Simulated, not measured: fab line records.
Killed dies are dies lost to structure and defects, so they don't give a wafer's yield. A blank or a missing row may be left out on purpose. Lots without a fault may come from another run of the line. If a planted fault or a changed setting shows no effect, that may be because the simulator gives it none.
The tool behind it: which one? | flow gf180mcu | 12 lots, 36 wafers sampled, at 2 steps of a route of 602

WHAT THE GAUGES READ, wafer by wafer
GF_MVSD_TW_MEAS_11. Usual: MVSD_TW 1575, standard deviation 7.2.
lot  | measured     | on            | MVSD_TW                       | flag
L197 | day 4 11:19  | film-metro-03 | 1581 1574 1572                |
L199 | day 4 23:07  | film-metro-03 | 1572 1576 1579                |
L200 | day 5 04:43  | film-metro-04 | 1581 1571 1583                |
L201 | day 5 09:28  | film-metro-04 | 1568 1577 1567                |
L202 | day 5 15:38  | film-metro-03 | 1578 1586 1573                |
L206 | day 6 17:07  | film-metro-04 | 1575 1573 1561                |
L207 | day 6 21:17  | film-metro-02 | 1609 1613 1605 1608 1607 1611 | OFF
L208 | day 7 03:41  | film-metro-02 | 1595 1598 1603                | OFF
L214 | day 8 12:08  | film-metro-02 | 1578 1577 1584                |
L217 | day 9 06:58  | film-metro-03 | 1570 1572 1581                |
L219 | day 9 19:01  | film-metro-03 | 1574 1580 1575                |
L220 | day 10 00:34 | film-metro-04 | 1562 1563 1567                |

TOOL THAT RAN EACH LOT (tool first, then ch and the chambers of the sampled wafers, then the start)
lot  | GF_MVSD_IMPLANT_09
L197 | implanter-02 ch 0, day 4 11:05
L199 | implanter-04 ch 0, day 4 22:52
L200 | implanter-02 ch 0, day 5 04:28
L201 | implanter-02 ch 0, day 5 09:13
L202 | implanter-04 ch 0, day 5 15:24
L206 | implanter-02 ch 0, day 6 16:52
L207 | implanter-04 ch 0, day 6 21:02
L208 | implanter-04 ch 0, day 7 03:28
L214 | implanter-01 ch 0, day 8 11:54
L217 | implanter-01 ch 0, day 9 06:43
L219 | implanter-01 ch 0, day 9 18:47
L220 | implanter-04 ch 0, day 10 00:19
- GF_MVSD_IMPLANT_09

WHAT THE TOOLS THEMSELVES READ (means of the sampled wafers that have a number; where no wafer has one, the mark that the record gives instead)
GF_MVSD_IMPLANT_09. Usual: tilt-deg -0.003 degrees, standard deviation 0.022.
lot  | tool         | tilt-deg (degrees) | flag
L197 | implanter-02 | 0.019              |
L199 | implanter-04 | 0.021              |
L200 | implanter-02 | -0.010             |
L201 | implanter-02 | 0.004              |
L202 | implanter-04 | 0.013              |
L206 | implanter-02 | -0.019             |
L207 | implanter-04 | 5.554              | OFF
L208 | implanter-04 | 5.565              | OFF
L214 | implanter-01 | 0.016              |
L217 | implanter-01 | -0.006             |
L219 | implanter-01 | -0.025             |
L220 | implanter-04 | -0.016             |

THE ANSWER, worked out from the rows above alone
Rule: take the mean of a lot's wafers that have a number; if it is more than 3 standard deviations from the usual mean, the lot is off. A lot without any number at a reading at which 4 lots or more have one is off too. The other lots that the step has rows for count as sound. The gauges are gone through in route order, then the tools' own readings, and for those a lot's mean is taken as printed above. At the first step where some lot is off, the reading lying furthest off is the one used; lots without a number count as furthest.
Off: at GF_MVSD_TW_MEAS_11 (MVSD_TW), L207, L208.
A tool fits if, at a process step before that reading, it ran every lot that is off, and no sound lot after the first of them. Not tried: the gauges at GF_MVSD_TW_MEAS_11; whatever is off there is also off at GF_MVSD_IMPLANT_09, on other tools, and gauge error can't account for it. None of those tried fits.

WHAT WAS PUT IN BY THE SIMULATOR
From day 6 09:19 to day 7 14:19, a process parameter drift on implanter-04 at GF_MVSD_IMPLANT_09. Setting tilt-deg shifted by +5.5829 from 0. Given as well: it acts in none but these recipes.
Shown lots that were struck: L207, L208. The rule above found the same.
